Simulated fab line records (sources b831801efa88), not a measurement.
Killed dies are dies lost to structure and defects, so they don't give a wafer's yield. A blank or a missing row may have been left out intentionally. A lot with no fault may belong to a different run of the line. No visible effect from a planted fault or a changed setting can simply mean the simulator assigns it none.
Which tool is to blame? + flow sky130 + 36 wafers sampled from 12 lots at 1 step of a route of 708

## WHAT THE GAUGES SHOWED, per wafer
SKY_CAP2M_OVL_MEAS_12.
| lot  | measured     | on         | CAP2M_OVL (nm) |
|------|--------------|------------|----------------|
| L075 | day 41 03:17 | overlay-02 | -2.3 -2.6 -2.0 |
| L077 | day 41 23:39 | overlay-02 | -0.7 -3.0 -2.7 |
| L079 | day 42 12:14 | overlay-01 | 0.1 -0.7 -0.5  |
| L081 | day 43 06:54 | overlay-02 | 1.6 -1.7 0.3   |
| L083 | day 43 13:33 | overlay-02 | -3.5 -1.4 -2.2 |
| L085 | day 44 01:06 | overlay-02 | -3.3 -1.6 -2.8 |
| L087 | day 44 15:04 | overlay-01 | 0.7 0.2 0.4    |
| L089 | day 45 08:16 | overlay-02 | -0.9 -0.8 2.5  |
| L091 | day 45 16:42 | overlay-02 | -2.4 -4.2 -1.5 |
| L093 | day 46 03:45 | overlay-01 | -0.5 2.5 2.2   |
| L095 | day 46 18:27 | overlay-02 | -2.7 -0.3 0.1  |
| L097 | day 47 10:24 | overlay-01 | -0.8 -0.1 0.4  |

## WHICH TOOL RAN EACH LOT (tool, then ch and the chambers of the sampled wafers, then the start)
The record holds no process step before these readings.

## THE ANSWER, worked out from the rows above alone
Rule: what is usual is taken from the lots themselves. The widest of any qualifying gaps counts: lots, ordered by their means at a reading, are off when they make up no more than a third of the lots, leave a main group of 4 or more, and stand apart from it by 3 or more times the standard deviation of that group's means. The tables above print the reading to a certain number of digits; a main group whose means all agree to those digits is not used. Also off: a lot with no number at a reading for which 4 or more lots have one. All remaining lots with rows at the step are treated as sound.
Nothing can be told from this: no lot is off at any reading shown.

## WHAT HAD BEEN PUT IN BY THE SIMULATOR
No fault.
